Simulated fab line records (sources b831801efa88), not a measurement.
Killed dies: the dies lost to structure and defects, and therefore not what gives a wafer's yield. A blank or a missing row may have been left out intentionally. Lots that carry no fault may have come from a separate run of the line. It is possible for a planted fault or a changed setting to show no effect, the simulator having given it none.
fab line records :: flow sky130
record:
  lots: 6
  wafers: 18
  last_day: 49
route steps=708 shown LDD_N@247 LDD_P@255
lots that met no fault: from a run of the same line without faults
start_h: start of the lot's first displayed wafer, in hours after the record's first day :: wait_h: hours elapsed since this lot's preceding step :: " repeats the value in the row above :: L1.1+2: several wafers, shown together as one row :: - no value, or no start was given :: * or withheld: withheld :: < > ~ a bound
route shown NAME@n: names a module that has steps shown in the file, with the first one's number in the route :: usual: mean/standard deviation of fault-free wafers :: same: alike in all rows :: chamber/n: place in a boat :: sites: each site's reading :: _std_site: the values' standard deviation :: _edge_site: outer sites' mean less inner sites' :: radius_mm: how far each site lies from the wafer's centre :: mask NAME#n: copy n :: behind: the most recent tool/chamber to have shaped the wafer :: hold: what put the lot on hold/how long, in hours/how the hold closed :: device: names the non-switching transistor (n, p or np) :: end of line: tests of these same wafers at the route's end :: a step given without rows: its recipe and nothing more :: killed: the dies lost at the first sort to structure and to defects; this is not the yield of the wafer :: map: dies across one wafer; x = killed, . = not, _ = none there
set.NAME: the run value of the setting; set.NAME@STEP: its run value at that earlier step :: model.NAME: the simulator's own value behind a step, which no gauge read
lots seen at some steps along the route; tables by step, rows by wafer
services: the hour from which a tool's chamber was out of use, counted from the record's first day as start_h (under 0 if before that day), plus the number of hours and why
== steps ==
step: SKY_LDD_N_IMPLANT_10
recipe:
  species: As
  energy_kev: 20
  dose_cm2: 7.5e+13
  tilt_deg: withheld
  rotation_deg: 203
step: SKY_LDD_N_IMPLANT_11
recipe:
  species: As
  energy_kev: 20
  dose_cm2: 7.5e+13
  tilt_deg: withheld
  rotation_deg: 293
step: SKY_LDD_N_IMPLANT_12
recipe:
  species: BF2
  energy_kev: 50
  dose_cm2: 5e+12
  tilt_deg: 30
  rotation_deg: 0
step: SKY_LDD_N_IMPLANT_13
recipe:
  species: BF2
  energy_kev: 50
  dose_cm2: 5e+12
  tilt_deg: 30
  rotation_deg: 90
step: SKY_LDD_N_IMPLANT_14
recipe:
  species: BF2
  energy_kev: 50
  dose_cm2: 5e+12
  tilt_deg: 30
  rotation_deg: 180
step: SKY_LDD_N_IMPLANT_15
recipe:
  species: BF2
  energy_kev: 50
  dose_cm2: 5e+12
  tilt_deg: 30
  rotation_deg: 270
step: SKY_LDD_N_STRIP_16
recipe:
  chemistry: O2/N2
  power_w: 1400
  pressure_mtorr: 1500
  platen_temp_c: withheld
  o2_flow_sccm: 3000
  n2_flow_sccm: 300
  overash_fraction: 0.5
usual:
  drypump_motor_current_A: 6.1/0.3
  oes_product_au: 0.407/0.0047
  strip_time_to_endpoint_s: 4.311/0.015
lot.wafer: L104.2
tool: plasma_asher-02
chamber: 0
start_h: 445.51
wait_h: 0.1
drypump_motor_current_A: 6.7
oes_product_au: 0.401
rf_hours_counter_h: 72
strip_time_to_endpoint_s: 4.310

lot.wafer: L104.4
tool: plasma_asher-02
chamber: 0
start_h: 445.51
wait_h: 0.1
drypump_motor_current_A: 6.7
oes_product_au: 0.414
rf_hours_counter_h: -
strip_time_to_endpoint_s: 4.306

lot.wafer: L104.5
tool: plasma_asher-02
chamber: 1
start_h: 445.51
wait_h: 0.1
drypump_motor_current_A: 6.0
oes_product_au: 0.406
rf_hours_counter_h: -
strip_time_to_endpoint_s: 4.299

lot.wafer: L105.2
tool: plasma_asher-02
chamber: 0
start_h: 461.31
wait_h: 0.1
drypump_motor_current_A: 6.7
oes_product_au: 0.410
rf_hours_counter_h: 74
strip_time_to_endpoint_s: 4.316

lot.wafer: L105.5
tool: plasma_asher-02
chamber: 1
start_h: 461.31
wait_h: 0.1
drypump_motor_current_A: 6.1
oes_product_au: 0.413
rf_hours_counter_h: -
strip_time_to_endpoint_s: 4.297

lot.wafer: L105.6
tool: plasma_asher-02
chamber: 0
start_h: 461.31
wait_h: 0.1
drypump_motor_current_A: 6.7
oes_product_au: 0.408
rf_hours_counter_h: -
strip_time_to_endpoint_s: 4.311

lot.wafer: L114.2
tool: plasma_asher-04
chamber: 1
start_h: 534.11
wait_h: 0.1
drypump_motor_current_A: 5.9
oes_product_au: 0.410
rf_hours_counter_h: 10
strip_time_to_endpoint_s: 4.315

lot.wafer: L114.4
tool: plasma_asher-04
chamber: 0
start_h: 534.11
wait_h: 0.1
drypump_motor_current_A: 5.8
oes_product_au: 0.409
rf_hours_counter_h: -
strip_time_to_endpoint_s: 4.331

lot.wafer: L114.5
tool: plasma_asher-04
chamber: 1
start_h: 534.11
wait_h: 0.1
drypump_motor_current_A: 5.9
oes_product_au: 0.402
rf_hours_counter_h: -
strip_time_to_endpoint_s: 4.313

lot.wafer: L113.1
tool: plasma_asher-03
chamber: 1
start_h: 534.35
wait_h: 0.1
drypump_motor_current_A: 6.3
oes_product_au: 0.409
rf_hours_counter_h: 76
strip_time_to_endpoint_s: 4.318

lot.wafer: L113.2
tool: plasma_asher-03
chamber: 0
start_h: 534.35
wait_h: 0.1
drypump_motor_current_A: 6.2
oes_product_au: 0.409
rf_hours_counter_h: 76
strip_time_to_endpoint_s: 4.311

lot.wafer: L113.4
tool: plasma_asher-03
chamber: 1
start_h: 534.35
wait_h: 0.1
drypump_motor_current_A: 6.2
oes_product_au: 0.407
rf_hours_counter_h: -
strip_time_to_endpoint_s: 4.318

lot.wafer: L118.1
tool: plasma_asher-04
chamber: 0
start_h: 567.21
wait_h: 0.1
drypump_motor_current_A: 5.7
oes_product_au: 0.405
rf_hours_counter_h: 14
strip_time_to_endpoint_s: 4.313

lot.wafer: L118.2
tool: plasma_asher-04
chamber: 1
start_h: 567.21
wait_h: 0.1
drypump_motor_current_A: 5.9
oes_product_au: 0.405
rf_hours_counter_h: 14
strip_time_to_endpoint_s: 4.294

lot.wafer: L118.4
tool: plasma_asher-04
chamber: 0
start_h: 567.21
wait_h: 0.1
drypump_motor_current_A: 5.8
oes_product_au: 0.403
rf_hours_counter_h: -
strip_time_to_endpoint_s: 4.318

lot.wafer: L119.1
tool: plasma_asher-04
chamber: 0
start_h: 574.06
wait_h: 0.1
drypump_motor_current_A: 5.8
oes_product_au: 0.410
rf_hours_counter_h: 15
strip_time_to_endpoint_s: 4.305

lot.wafer: L119.5
tool: plasma_asher-04
chamber: 1
start_h: 574.06
wait_h: 0.1
drypump_motor_current_A: 5.9
oes_product_au: 0.406
rf_hours_counter_h: -
strip_time_to_endpoint_s: 4.302

lot.wafer: L119.6
tool: plasma_asher-04
chamber: 0
start_h: 574.06
wait_h: 0.1
drypump_motor_current_A: 5.8
oes_product_au: 0.401
rf_hours_counter_h: -
strip_time_to_endpoint_s: 4.298
step: SKY_LDD_N_TW_MEAS_17
usual:
  LDD_N_TW: 2574/18
lot.wafer: L104.2
tool: film_metro-01
chamber: -
start_h: 445.62
wait_h: 0.1
LDD_N_TW: 2551

lot.wafer: L104.4
tool: film_metro-01
chamber: -
start_h: 445.62
wait_h: 0.1
LDD_N_TW: 2539

lot.wafer: L104.5
tool: film_metro-01
chamber: -
start_h: 445.62
wait_h: 0.1
LDD_N_TW: 2543

lot.wafer: L105.2
tool: film_metro-04
chamber: -
start_h: 461.42
wait_h: 0.1
LDD_N_TW: 2583

lot.wafer: L105.5
tool: film_metro-04
chamber: -
start_h: 461.42
wait_h: 0.1
LDD_N_TW: 2582

lot.wafer: L105.6
tool: film_metro-04
chamber: -
start_h: 461.42
wait_h: 0.1
LDD_N_TW: 2572

lot.wafer: L114.2
tool: film_metro-01
chamber: -
start_h: 534.22
wait_h: 0.1
LDD_N_TW: 2550

lot.wafer: L114.4
tool: film_metro-01
chamber: -
start_h: 534.22
wait_h: 0.1
LDD_N_TW: 2531

lot.wafer: L114.5
tool: film_metro-01
chamber: -
start_h: 534.22
wait_h: 0.1
LDD_N_TW: 2549

lot.wafer: L113.1
tool: film_metro-04
chamber: -
start_h: 534.45
wait_h: 0.1
LDD_N_TW: 2581

lot.wafer: L113.2
tool: film_metro-04
chamber: -
start_h: 534.45
wait_h: 0.1
LDD_N_TW: 2586

lot.wafer: L113.4
tool: film_metro-04
chamber: -
start_h: 534.45
wait_h: 0.1
LDD_N_TW: 2584

lot.wafer: L118.1
tool: film_metro-03
chamber: -
start_h: 567.31
wait_h: 0.1
LDD_N_TW: 2590

lot.wafer: L118.2
tool: film_metro-03
chamber: -
start_h: 567.31
wait_h: 0.1
LDD_N_TW: 2589

lot.wafer: L118.4
tool: film_metro-03
chamber: -
start_h: 567.31
wait_h: 0.1
LDD_N_TW: 2592

lot.wafer: L119.1
tool: film_metro-04
chamber: -
start_h: 574.16
wait_h: 0.1
LDD_N_TW: 2578

lot.wafer: L119.5
tool: film_metro-04
chamber: -
start_h: 574.16
wait_h: 0.1
LDD_N_TW: 2579

lot.wafer: L119.6
tool: film_metro-04
chamber: -
start_h: 574.16
wait_h: 0.1
LDD_N_TW: 2565
step: SKY_LDD_P_DEHYDRATE_00
recipe:
  temp_c: 200
  time_s: 60
step: SKY_LDD_P_HMDS_01
recipe:
  prime_time_s: 60
  prime_temp_c: 120
step: SKY_LDD_P_COAT_02
recipe:
  resist: NOVOLAK
  spin_rpm: 3000
  resist_thk_nm: 1140
step: SKY_LDD_P_SOFTBAKE_03
recipe:
  temp_c: 90.58
  time_s: 60
  resist: NOVOLAK
step: SKY_LDD_P_EXPOSE_04
recipe:
  mask_id: PSDM
  na: 0.6
  source_shape: conventional
  sigma_outer: 0.6
  polarization: unpolarized
  target_cd_nm: 380
  dose_mj: 138
usual:
  exposure_dose_mJ_cm2: 137.78/0.14
  focus_offset_nm: 0.0/0.52
lot.wafer: L104.2
tool: iline_stepper-01
chamber: 0
start_h: 460.37
wait_h: -
mask: PSDM#0
exposure_dose_mJ_cm2: 137.88
focus_offset_nm: -0.4

lot.wafer: L104.4
tool: iline_stepper-01
chamber: 0
start_h: 460.37
wait_h: -
mask: PSDM#0
exposure_dose_mJ_cm2: 137.86
focus_offset_nm: 0.4

lot.wafer: L104.5
tool: iline_stepper-01
chamber: 0
start_h: 460.37
wait_h: -
mask: PSDM#0
exposure_dose_mJ_cm2: 137.88
focus_offset_nm: -0.7

lot.wafer: L105.2
tool: iline_stepper-02
chamber: 0
start_h: 476.54
wait_h: -
mask: PSDM#0
exposure_dose_mJ_cm2: 137.69
focus_offset_nm: -0.3

lot.wafer: L105.5
tool: iline_stepper-02
chamber: 0
start_h: 476.54
wait_h: -
mask: PSDM#0
exposure_dose_mJ_cm2: 137.69
focus_offset_nm: -0.2

lot.wafer: L105.6
tool: iline_stepper-02
chamber: 0
start_h: 476.54
wait_h: -
mask: PSDM#0
exposure_dose_mJ_cm2: 137.60
focus_offset_nm: -0.2

lot.wafer: L114.2
tool: iline_stepper-02
chamber: -
start_h: 549.02
wait_h: -
mask: PSDM#0
exposure_dose_mJ_cm2: -
focus_offset_nm: -

lot.wafer: L114.4
tool: iline_stepper-02
chamber: -
start_h: 549.02
wait_h: -
mask: PSDM#0
exposure_dose_mJ_cm2: -
focus_offset_nm: -

lot.wafer: L114.5
tool: iline_stepper-02
chamber: -
start_h: 549.02
wait_h: -
mask: PSDM#0
exposure_dose_mJ_cm2: -
focus_offset_nm: -

lot.wafer: L113.1
tool: iline_stepper-02
chamber: -
start_h: 549.62
wait_h: -
mask: PSDM#0
exposure_dose_mJ_cm2: -
focus_offset_nm: -

lot.wafer: L113.2
tool: iline_stepper-02
chamber: -
start_h: 549.62
wait_h: -
mask: PSDM#0
exposure_dose_mJ_cm2: -
focus_offset_nm: -

lot.wafer: L113.4
tool: iline_stepper-02
chamber: -
start_h: 549.62
wait_h: -
mask: PSDM#0
exposure_dose_mJ_cm2: -
focus_offset_nm: -

lot.wafer: L118.1
tool: iline_stepper-01
chamber: 0
start_h: 582.87
wait_h: -
mask: PSDM#0
exposure_dose_mJ_cm2: 137.62
focus_offset_nm: 0.6

lot.wafer: L118.2
tool: iline_stepper-01
chamber: 0
start_h: 582.87
wait_h: -
mask: PSDM#0
exposure_dose_mJ_cm2: 137.53
focus_offset_nm: 0.3

lot.wafer: L118.4
tool: iline_stepper-01
chamber: 0
start_h: 582.87
wait_h: -
mask: PSDM#0
exposure_dose_mJ_cm2: 137.50
focus_offset_nm: 0.6

lot.wafer: L119.1
tool: iline_stepper-02
chamber: 0
start_h: 588.34
wait_h: -
mask: PSDM#0
exposure_dose_mJ_cm2: 137.86
focus_offset_nm: 0.0

lot.wafer: L119.5
tool: iline_stepper-02
chamber: 0
start_h: 588.34
wait_h: -
mask: PSDM#0
exposure_dose_mJ_cm2: 137.93
focus_offset_nm: 0.2

lot.wafer: L119.6
tool: iline_stepper-02
chamber: 0
start_h: 588.34
wait_h: -
mask: PSDM#0
exposure_dose_mJ_cm2: 137.80
focus_offset_nm: -0.8
step: SKY_LDD_P_PEB_05
recipe:
  temp_c: withheld
  time_s: *
  resist: NOVOLAK
== services ==
tool: plasma_asher-04
chamber: 0
start_h: 430.25
hours: -
kind: clean

tool: plasma_asher-04
chamber: 1
start_h: 430.25
hours: -
kind: clean

tool: iline_stepper-01
chamber: 0
start_h: 535.29
hours: -
kind: calibration

tool: plasma_asher-03
chamber: -
start_h: 549.81
hours: 15.6
kind: pm

tool: iline_stepper-01
chamber: -
start_h: 559.23
hours: 0.6
kind: repair
== key ==
first_sign:
  step: SKY_LDD_P_EXPOSE_04
  reading: tool_record
  direction: missing
effect none on later readings
met_at SKY_LDD_P_EXPOSE_04
struck_wafers L113.1,L113.2,L113.4,L114.2,L114.4,L114.5
sort_left_out L113.1,L113.2,L113.4,L114.2,L114.4,L114.5
tester_left_out L113,L114
onset_between 476.54 549.02
fault:
  kind: skipped_step_whole
  tool: iline_stepper-02
  chamber: -
  onset_h: 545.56
  steps: SKY_LDD_P_EXPOSE_04
  scope: struck_lots_only
tester_left_out: of these lots the tester's yield and bins aren't shown, on N5 and GAA mostly nor the transistor test; their killed dies are dies lost to structure and defects alone, not to doping, threshold or leakage, so they don't give the yield
sort_left_out: the simulated sort isn't trusted on such a fault, so these wafers' sort isn't shown, and their yield isn't known
